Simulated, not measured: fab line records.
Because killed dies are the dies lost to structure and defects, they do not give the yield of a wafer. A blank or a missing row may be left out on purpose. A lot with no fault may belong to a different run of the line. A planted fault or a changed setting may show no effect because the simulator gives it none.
fab line records -- flow sky130
record: lots: 13, wafers: 39, lastDay: 50
route steps=708 shown SD_N@354 LI_CONTACT@374 LOCAL_INTERCONNECT@399
lots with no fault: from the same line, run without faults
startH: the number of hours between the record's first day and the start of the first shown wafer of the lot -- waitH: how many hours have passed since the lot's step before this one -- " as in the row above -- L1.1+2: several wafers, shown together as one row -- - value missing, or start not given -- * or withheld: withheld -- < > ~ a bound
route shown NAME@n: NAME is a module with steps in the file, n the number in the route of the first one -- usual: average and standard deviation across the fault-free wafers -- same: alike in all rows -- chamber/n: place in a boat -- sites: each site's reading -- _std_site: the standard deviation of these -- _edge_site: the outer-site mean with the inner-site mean subtracted -- radiusMm: how far each site lies from the wafer's centre -- mask NAME#n: copy n -- behind: the last tool/chamber to shape the wafer -- hold: why the lot went on hold/how many hours it stayed there/how the hold came to an end -- device: transistor that didn't switch, given as n, p or np -- end of line: tests of these same wafers at the route's end -- step lacking rows: just its recipe -- killed: dies lost to structure and defects at the first sort, not the wafer's yield -- map: per-die view of a wafer (x killed, . not killed, _ where there is no die)
set.NAME: the setting as run; set.NAME@STEP: as run at that earlier step -- model.NAME: the simulator's own value behind a step, which no gauge read
a sample of lots followed through the steps of the route, with each step as a table and each wafer as a row
services: a tool's chamber out of use, with start hour (startH, from the record's first day; less than 0 if before it), hours out, and reason
== steps ==
step: SKY_SD_N_TW_MEAS_12
usual: SD_N_TW: 4000/23
lot.wafer,tool,chamber,startH,waitH,SD_N_TW
L818.3,filmMetro-01,-,642.12,0.1,4067
L818.5,filmMetro-01,-,642.12,0.1,4042
L818.6,filmMetro-01,-,642.12,0.1,4047
L819.1,filmMetro-01,-,650.48,0.1,4013
L819.3,filmMetro-01,-,650.48,0.1,4013
L819.5,filmMetro-01,-,650.48,0.1,4016
L820.1,filmMetro-01,-,659.82,0.1,4014
L820.4,filmMetro-01,-,659.82,0.1,4005
L820.5,filmMetro-01,-,659.82,0.1,4003
L821.2,filmMetro-01,-,675.36,0.1,4013
L821.5,filmMetro-01,-,675.36,0.1,4023
L821.6,filmMetro-01,-,675.36,0.1,4019
L822.3,filmMetro-03,-,688.60,0.1,4008
L822.5,filmMetro-03,-,688.60,0.1,3972
L822.6,filmMetro-03,-,688.60,0.1,4004
L824.3,filmMetro-03,-,700.87,0.1,3990
L824.4,filmMetro-03,-,700.87,0.1,3957
L824.6,filmMetro-03,-,700.87,0.1,3955
L826.1,filmMetro-03,-,717.08,0.1,3946
L826.5,filmMetro-03,-,717.08,0.1,3969
L826.6,filmMetro-03,-,717.08,0.1,3980
L829.2,filmMetro-04,-,738.86,0.1,3981
L829.3,filmMetro-04,-,738.86,0.1,3991
L829.4,filmMetro-04,-,738.86,0.1,3992
L830.4,filmMetro-01,-,758.90,0.1,3998
L830.5,filmMetro-01,-,758.90,0.1,3995
L830.6,filmMetro-01,-,758.90,0.1,3991
L837.2,filmMetro-04,-,798.28,0.1,3990
L837.5,filmMetro-04,-,798.28,0.1,4009
L837.6,filmMetro-04,-,798.28,0.1,3984
L839.1,filmMetro-03,-,814.12,0.1,4045
L839.2,filmMetro-03,-,814.12,0.1,4038
L839.5,filmMetro-03,-,814.12,0.1,4026
L840.1,filmMetro-03,-,821.42,0.1,4025
L840.5,filmMetro-03,-,821.42,0.1,4008
L840.6,filmMetro-03,-,821.42,0.1,4026
L841.1,filmMetro-01,-,824.10,0.1,3991
L841.4,filmMetro-01,-,824.10,0.1,3994
L841.6,filmMetro-01,-,824.10,0.1,4017
step: SKY_LI_CONTACT_CD_MEAS_12
recipe: targetCdNm: 170
usual: cdNm: 170.3/1.3
lot.wafer,tool,chamber,startH,waitH,cdNm
L818.3,cdSem-02,-,672.30,-,169.1
L818.5,cdSem-02,-,672.30,-,171.2
L818.6,cdSem-02,-,672.30,-,170.6
L819.1,cdSem-01,-,680.74,-,168.9
L819.3,cdSem-01,-,680.74,-,170.8
L819.5,cdSem-01,-,680.74,-,170.2
L820.1,cdSem-02,-,689.42,-,171.4
L820.4,cdSem-02,-,689.42,-,170.7
L820.5,cdSem-02,-,689.42,-,170.6
L821.2,cdSem-02,-,705.19,-,171.1
L821.5,cdSem-02,-,705.19,-,170.3
L821.6,cdSem-02,-,705.19,-,170.1
L822.3,cdSem-01,-,717.00,-,168.2
L822.5,cdSem-01,-,717.00,-,167.8
L822.6,cdSem-01,-,717.00,-,168.3
L824.3,cdSem-02,-,729.50,-,170.9
L824.4,cdSem-02,-,729.50,-,170.5
L824.6,cdSem-02,-,729.50,-,171.0
L826.1,cdSem-02,-,745.09,-,170.3
L826.5,cdSem-02,-,745.09,-,168.9
L826.6,cdSem-02,-,745.09,-,170.9
L829.2,cdSem-01,-,768.34,-,168.9
L829.3,cdSem-01,-,768.34,-,170.4
L829.4,cdSem-01,-,768.34,-,170.4
L830.4,cdSem-02,-,786.35,-,170.4
L830.5,cdSem-02,-,786.35,-,171.1
L830.6,cdSem-02,-,786.35,-,170.0
L837.2,cdSem-02,-,826.54,-,171.7
L837.5,cdSem-02,-,826.54,-,170.8
L837.6,cdSem-02,-,826.54,-,171.9
L839.1,cdSem-02,-,842.49,-,169.0
L839.2,cdSem-02,-,842.49,-,170.8
L839.5,cdSem-02,-,842.49,-,170.0
L840.1,cdSem-01,-,849.12,-,169.5
L840.5,cdSem-01,-,849.12,-,169.5
L840.6,cdSem-01,-,849.12,-,170.8
L841.1,cdSem-01,-,851.90,-,171.7
L841.4,cdSem-01,-,851.90,-,172.3
L841.6,cdSem-01,-,851.90,-,173.1
step: SKY_LOCAL_INTERCONNECT_OVL_MEAS_12
usual: LOCAL_INTERCONNECT_OVL: 1/4.8
lot.wafer,tool,chamber,startH,waitH,LOCAL_INTERCONNECT_OVL[nm]
L818.3,overlay-01,-,702.71,0.1,-7
L818.5,overlay-01,-,702.71,0.1,-3
L818.6,overlay-01,-,702.71,0.1,-3
L819.1,overlay-01,-,710.54,0.1,0
L819.3,overlay-01,-,710.54,0.1,6
L819.5,overlay-01,-,710.54,0.1,-2
L820.1,overlay-02,-,718.39,0.1,0
L820.4,overlay-02,-,718.39,0.1,-2
L820.5,overlay-02,-,718.39,0.1,-6
L821.2,overlay-01,-,734.85,0.1,-3
L821.5,overlay-01,-,734.85,0.1,-10
L821.6,overlay-01,-,734.85,0.1,-4
L822.3,overlay-01,-,746.81,0.1,-1
L822.5,overlay-01,-,746.81,0.1,1
L822.6,overlay-01,-,746.81,0.1,5
L824.3,overlay-01,-,758.33,0.1,-2
L824.4,overlay-01,-,758.33,0.1,-6
L824.6,overlay-01,-,758.33,0.1,-10
L826.1,overlay-02,-,773.89,0.1,7
L826.5,overlay-02,-,773.89,0.1,2
L826.6,overlay-02,-,773.89,0.1,-2
L829.2,overlay-02,-,797.25,0.1,-3
L829.3,overlay-02,-,797.25,0.1,1
L829.4,overlay-02,-,797.25,0.1,2
L830.4,overlay-02,-,813.83,0.1,3
L830.5,overlay-02,-,813.83,0.1,-1
L830.6,overlay-02,-,813.83,0.1,1
L837.2,overlay-01,-,854.58,0.1,2
L837.5,overlay-01,-,854.58,0.1,1
L837.6,overlay-01,-,854.58,0.1,0
L839.1,overlay-01,-,869.79,0.1,-4
L839.2,overlay-01,-,869.79,0.1,3
L839.5,overlay-01,-,869.79,0.1,-1
L840.1,overlay-02,-,876.54,0.1,-6
L840.5,overlay-02,-,876.54,0.1,2
L840.6,overlay-02,-,876.54,0.1,2
L841.1,overlay-01,-,879.49,0.1,1
L841.4,overlay-01,-,879.49,0.1,-5
L841.6,overlay-01,-,879.49,0.1,-3
step: SKY_LOCAL_INTERCONNECT_STRIP_16
recipe: chemistry: postEtchResidueRemover, timeS: 1200, tempC: 72.5
usual: runLengthS: 1230/3.8
lot.wafer,tool,chamber,startH,waitH,runLengthS
L818.3,wetBench-03,3,702.94,0.0,1227
L818.5,wetBench-03,3,702.94,0.0,1227
L818.6,wetBench-03,3,702.94,0.0,1227
L819.1,wetBench-04,1,710.79,0.1,1235
L819.3,wetBench-04,1,710.79,0.1,1235
L819.5,wetBench-04,1,710.79,0.1,1235
L820.1,wetBench-04,2,718.76,0.1,1233
L820.4,wetBench-04,2,718.76,0.1,1233
L820.5,wetBench-04,2,718.76,0.1,1233
L821.2,wetBench-04,0,735.28,0.1,1226
L821.5,wetBench-04,0,735.28,0.1,1226
L821.6,wetBench-04,0,735.28,0.1,1226
L822.3,wetBench-04,3,747.16,0.0,1234
L822.5,wetBench-04,3,747.16,0.0,1234
L822.6,wetBench-04,3,747.16,0.0,1234
L824.3,wetBench-04,0,758.56,0.0,1227
L824.4,wetBench-04,0,758.56,0.0,1227
L824.6,wetBench-04,0,758.56,0.0,1227
L826.1,wetBench-03,0,774.14,0.1,1226
L826.5,wetBench-03,0,774.14,0.1,1226
L826.6,wetBench-03,0,774.14,0.1,1226
L829.2,wetBench-02,2,797.49,0.1,1225
L829.3,wetBench-02,2,797.49,0.1,1225
L829.4,wetBench-02,2,797.49,0.1,1225
L830.4,wetBench-04,3,814.07,0.0,1288
L830.5,wetBench-04,3,814.07,0.0,1288
L830.6,wetBench-04,3,814.07,0.0,1288
L837.2,wetBench-03,0,854.82,0.1,1234
L837.5,wetBench-03,0,854.82,0.1,1234
L837.6,wetBench-03,0,854.82,0.1,1234
L839.1,wetBench-02,0,870.04,0.1,1234
L839.2,wetBench-02,0,870.04,0.1,1234
L839.5,wetBench-02,0,870.04,0.1,1234
L840.1,wetBench-02,0,876.79,0.1,1234
L840.5,wetBench-02,0,876.79,0.1,1234
L840.6,wetBench-02,0,876.79,0.1,1234
L841.1,wetBench-03,2,879.75,0.1,1233
L841.4,wetBench-03,2,879.75,0.1,1233
L841.6,wetBench-03,2,879.75,0.1,1233
== services ==
tool,chamber,startH,hours,kind
wetBench-02,-,731.56,8.1,repair
wetBench-04,-,824.25,1.5,repair
== key ==
firstSign: step: SKY_LOCAL_INTERCONNECT_STRIP_16, reading: runLengthS, direction: up, sigmas: 15, usual: *, struck: *
effect none on later readings
metAt SKY_LOCAL_INTERCONNECT_STRIP_16
struckLots L830
struckWafers L830.4,L830.5,L830.6
testerLeftOut L830
notActingAt SKY_SD_N_TW_MEAS_12,SKY_LI_CONTACT_CD_MEAS_12,SKY_LOCAL_INTERCONNECT_OVL_MEAS_12
onsetBetween 747.16 814.07
fault: kind: processParameterDrift, tool: wetBench-04, chamber: 3, onsetH: 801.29, steps: SKY_LOCAL_INTERCONNECT_STRIP_16, channel: timeS, offset: *, shape: step, endH: 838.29, actsIn: *, stated: *
testerLeftOut: of these lots the tester's yield and bins aren't shown, on N5 and GAA mostly nor the transistor test; their killed dies are dies lost to structure and defects alone, not to doping, threshold or leakage, so they don't give the yield
